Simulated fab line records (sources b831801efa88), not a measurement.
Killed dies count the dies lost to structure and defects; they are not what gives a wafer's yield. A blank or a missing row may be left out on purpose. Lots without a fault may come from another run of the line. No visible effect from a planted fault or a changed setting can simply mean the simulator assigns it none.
Tool commonality check	flow gf180mcu	12 lots, 36 wafers sampled

## THE REASON FOR OPENING IT
GF_STI_THK_MEAS_04, reading STI_CVD_03_THK: flagged on 2 of 12 lots. Fault-free wafers read 207.0 nm, with a standard deviation of 1.8.
Rule: flag the lot when none of its wafers has a number, or when each of its wafers that has one lies beyond 4 standard deviations from that mean. As for the other lots, they are considered sound.

lot	measured	on	STI_CVD_03_THK (nm), wafer by wafer	flag
L576	day 1 18:50	film-metro-01	204.2 203.8 206.6	
L578	day 2 06:26	film-metro-04	207.1 208.1 206.8	
L581	day 2 21:53	film-metro-04	204.0 206.0 207.1	
L583	day 3 07:32	film-metro-01	208.5 208.4 208.5	
L585	day 3 15:55	film-metro-04	208.6 209.5 209.0	
L586	day 3 21:34	film-metro-03	207.5 206.5 209.9	
L587	day 4 04:35	film-metro-01	209.5 208.6 210.3	
L589	day 4 12:31	film-metro-01	205.9 207.5 208.3	
L593	day 5 07:42	film-metro-01	231.0 231.6 228.7	FLAGGED
L594	day 5 14:54	film-metro-04	207.1 207.0 207.3	
L597	day 6 05:17	film-metro-04	225.9 220.8 215.9	FLAGGED
L598	day 6 08:34	film-metro-04	206.2 205.5 208.0	
The numbers of the flagged lots are 225.7 nm on average: +18.7 nm against the usual, or +10 standard deviations.

## EACH LOT AND THE TOOL IT RAN ON
The record keeps 1 process step preceding the reading, out of 602 steps on the route. Cell contents, in order: the tool; ch with the chambers the sampled wafers went through; the start.
lot	flag	GF_STI_CVD_03
L576		lpcvd-02 ch 0, day 1 16:51
L578		lpcvd-02 ch 0, day 2 04:26
L581		lpcvd-01 ch 0, day 2 19:53
L583		lpcvd-01 ch 0, day 3 05:33
L585		lpcvd-01 ch 1, day 3 13:55
L586		lpcvd-02 ch 0, day 3 18:34
L587		lpcvd-02 ch 0, day 4 02:36
L589		lpcvd-02 ch 1, day 4 10:31
L593	FLAGGED	lpcvd-02 ch 1, day 5 05:42
L594		lpcvd-01 ch 0, day 5 11:55
L597	FLAGGED	lpcvd-02 ch 1, day 6 02:18
L598		lpcvd-01 ch 1, day 6 06:34
What is done by these steps:
- GF_STI_CVD_03: deposits Si3N4 from DCS/NH3, target thk 207.16 nm, time 3551 s.
- GF_STI_THK_MEAS_04

## FLAGGED AGAINST TOTAL, ONE TOOL AT A TIME (gauges that did the reading follow at the end)
step	tool	lots run	flagged	share of the flagged lots	sound lots run after its first flagged lot
GF_STI_CVD_03	lpcvd-01	5	0	none	-
GF_STI_CVD_03	lpcvd-02	7	2	all	0
GF_STI_THK_MEAS_04	film-metro-01	5	1	some	0
GF_STI_THK_MEAS_04	film-metro-03	1	0	none	-
GF_STI_THK_MEAS_04	film-metro-04	6	1	some	1 (L598)

## WHAT IS ALLOWED BY THE TABLE
In the table, 1 row covers all flagged lots: lpcvd-02 at GF_STI_CVD_03.
- lpcvd-02 at GF_STI_CVD_03 ran 7 lots, 2 of them flagged. Last sound lot L589 at day 4 10:31, first flagged lot L593 at day 5 05:42; a fault beginning in between fits. Its own readings (spike-tc-centre-C, zone-power-centre-pct) fall more than 4 standard deviations out on all wafers of the flagged lots.
Left over: one tool, lpcvd-02 at GF_STI_CVD_03.

## WHAT THE SIMULATOR HAD PUT IN
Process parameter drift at GF_STI_CVD_03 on lpcvd-02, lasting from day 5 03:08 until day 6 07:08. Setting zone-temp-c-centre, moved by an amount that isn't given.
Lots struck among those shown: L593, L597. Same finding as the rule above.
